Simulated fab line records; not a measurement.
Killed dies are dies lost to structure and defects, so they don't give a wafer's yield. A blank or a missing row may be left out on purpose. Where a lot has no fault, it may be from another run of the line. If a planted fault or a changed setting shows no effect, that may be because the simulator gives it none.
Which tool was responsible? | flow gf180mcu | 14 lots with 42 wafers sampled at 4 steps, on a route of 602 steps

== WHAT EACH GAUGE READ, for each wafer ==
GF_M3_THK_MEAS_06: measures by xrf.
lot  | measured     | on            | M3_ALCU_THK (nm)
L948 | day 20 11:00 | film-metro-01 | 450 442 447
L949 | day 20 20:10 | film-metro-01 | 448 447 444
L952 | day 22 01:06 | film-metro-04 | 451 450 452
L953 | day 22 11:53 | film-metro-03 | 444 450 450
L954 | day 22 18:31 | film-metro-03 | 452 452 457
L956 | day 23 12:18 | film-metro-01 | 448 443 444
L957 | day 23 21:10 | film-metro-04 | 456 447 454
L958 | day 24 09:55 | film-metro-03 | 452 453 462
L960 | day 25 01:06 | film-metro-01 | 457 451 452
L961 | day 25 10:50 | film-metro-03 | 446 452 450
L966 | day 27 00:58 | film-metro-03 | 446 445 441

GF_V3_THK_MEAS_01.
lot  | measured     | on            | V3_CVD_00_THK (nm)
L948 | day 21 13:14 | film-metro-04 | 607 599 595
L949 | day 21 21:20 | film-metro-04 | 601 603 611
L952 | day 23 01:00 | film-metro-03 | 599 597 592
L953 | day 23 12:14 | film-metro-04 | 619 601 610
L954 | day 23 18:04 | film-metro-02 | 608 596 609
L956 | day 24 11:41 | film-metro-04 | 611 597 600
L957 | day 24 20:29 | film-metro-04 | 616 598 604
L958 | day 25 08:40 | film-metro-02 | 604 604 609
L960 | day 25 23:35 | film-metro-03 | 595 615 599
L961 | day 26 08:13 | film-metro-03 | 619 605 614
L966 | day 27 21:51 | film-metro-02 | 601 595 590

== TOOL THAT RAN EACH LOT (tool first, then ch and the chambers of the sampled wafers, then the start) ==
lot  | GF_HV_LDD_ETCHBACK_58              | GF_M3_SPUTTER_02
L948 | rie-diel-02 ch 0,1, day 12 14:25   | pvd-sputter-01, day 20 10:47
L949 | rie-diel-02 ch 1,2,3, day 12 20:55 | pvd-sputter-03, day 20 19:56
L952 | rie-diel-03 ch 1,2,3, day 13 22:46 | pvd-sputter-01, day 22 00:53
L953 | rie-diel-03 ch 0,1,2, day 14 08:17 | pvd-sputter-03, day 22 11:41
L954 | rie-diel-02 ch 0,1,2, day 14 13:50 | pvd-sputter-01, day 22 18:19
L956 | rie-diel-03 ch 0,1, day 15 06:02   | pvd-sputter-03, day 23 12:05
L957 | rie-diel-02 ch 0,1,2, day 15 12:19 | pvd-sputter-03, day 23 20:56
L958 | rie-diel-02 ch 1,3, day 16 03:16   | pvd-sputter-03, day 24 09:41
L960 | rie-diel-02 ch 0,2,3, day 16 17:22 | pvd-sputter-01, day 25 00:53
L961 | rie-diel-04 ch 0,1,2, day 17 03:50 | pvd-sputter-03, day 25 10:38
L962 | rie-diel-03 ch 0,1,2, day 17 10:49 | -
L963 | rie-diel-03 ch 0,3, day 17 16:28   | -
L964 | rie-diel-02 ch 0,1,3, day 18 02:32 | -
L966 | rie-diel-03 ch 0,1,3, day 18 21:56 | pvd-sputter-02, day 27 00:44
- GF_HV_LDD_ETCHBACK_58: etches Si3N4 in CH3F/O2, stops on SiO2, time 100 s, target depth 90 nm.
- GF_M3_SPUTTER_02: material AlCu, target thk 450 nm, time 23.9 s.

== WHAT THE TOOLS THEMSELVES READ (means of the sampled wafers that have a number; where no wafer has one, the mark that the record gives instead) ==
GF_HV_LDD_ETCHBACK_58.
lot  | tool        | O2_flow_sccm (sccm) | bias-w (W) | drypump-motor-current-A (A) | oes-product-au (a.u.) | rf-fwd-power-W (W) | throttle-valve-pct (%)
L948 | rie-diel-02 | 30.02               | 80.02      | 5.7                         | 0.843                 | 398.6              | 10.560
L949 | rie-diel-02 | 29.88               | 80.07      | 5.6                         | 0.841                 | 397.9              | 10.558
L952 | rie-diel-03 | 29.96               | 80.02      | 5.7                         | 0.840                 | 398.7              | 10.569
L953 | rie-diel-03 | 30.09               | 79.92      | 6.0                         | 0.842                 | 396.6              | 10.556
L954 | rie-diel-02 | 29.99               | 79.98      | 5.4                         | 0.839                 | 398.7              | 10.559
L956 | rie-diel-03 | 30.01               | 80.03      | 5.8                         | 0.845                 | 396.5              | 10.568
L957 | rie-diel-02 | 30.04               | 79.90      | 5.4                         | 0.843                 | 397.9              | 10.567
L958 | rie-diel-02 | 29.90               | 80.01      | 6.0                         | 0.844                 | 397.4              | 10.554
L960 | rie-diel-02 | 30.09               | 80.10      | 5.4                         | 0.838                 | 397.5              | 10.561
L961 | rie-diel-04 | 30.07               | 79.95      | 5.7                         | 0.850                 | 398.9              | 10.564
L962 | rie-diel-03 | -                   | -          | -                           | -                     | -                  | -
L963 | rie-diel-03 | -                   | -          | -                           | -                     | -                  | -
L964 | rie-diel-02 | -                   | -          | -                           | -                     | -                  | -
L966 | rie-diel-03 | 29.93               | 80.05      | 5.5                         | 0.847                 | 398.3              | 10.556

GF_M3_SPUTTER_02.
lot  | tool           | throttle-valve-pct (%)
L948 | pvd-sputter-01 | 28.9
L949 | pvd-sputter-03 | 29.7
L952 | pvd-sputter-01 | 29.7
L953 | pvd-sputter-03 | 29.8
L954 | pvd-sputter-01 | 29.3
L956 | pvd-sputter-03 | 29.4
L957 | pvd-sputter-03 | 29.2
L958 | pvd-sputter-03 | 29.4
L960 | pvd-sputter-01 | 30.4
L961 | pvd-sputter-03 | 29.9
L966 | pvd-sputter-02 | 29.5

== THE ANSWER, worked out from the rows above alone ==
Rule: the lots themselves supply what counts as usual. Put in order of their means at a reading, lots are off if they are a third of the lots or fewer, leave a main group of 4 or more, and stand apart from it by a gap of 3 or more times the standard deviation of the main group's means; of several such gaps the widest counts. Not used: any main group whose means are identical at the precision the tables above print for the reading. A lot without any number at a reading at which 4 lots or more have one is off too. All remaining lots with rows at the step are treated as sound. First the gauges in route order, then the tools' own readings, where a lot's mean is used as printed above. The first step at which some lot is off is used, and at that step the reading that is off furthest; a lot without a number counts as furthest.
Off: L962, L963, L964, at GF_HV_LDD_ETCHBACK_58 (O2_flow_sccm). Without a number there: L962, L963, L964. Main group: mean 30.00 sccm, sd 0.07.
If a tool, at that step or one of the process steps before it, ran each lot that is off and ran no sound lot following the first of them, it fits. Of those tried, none fits.

== WHAT THE SIMULATOR PUT IN ==
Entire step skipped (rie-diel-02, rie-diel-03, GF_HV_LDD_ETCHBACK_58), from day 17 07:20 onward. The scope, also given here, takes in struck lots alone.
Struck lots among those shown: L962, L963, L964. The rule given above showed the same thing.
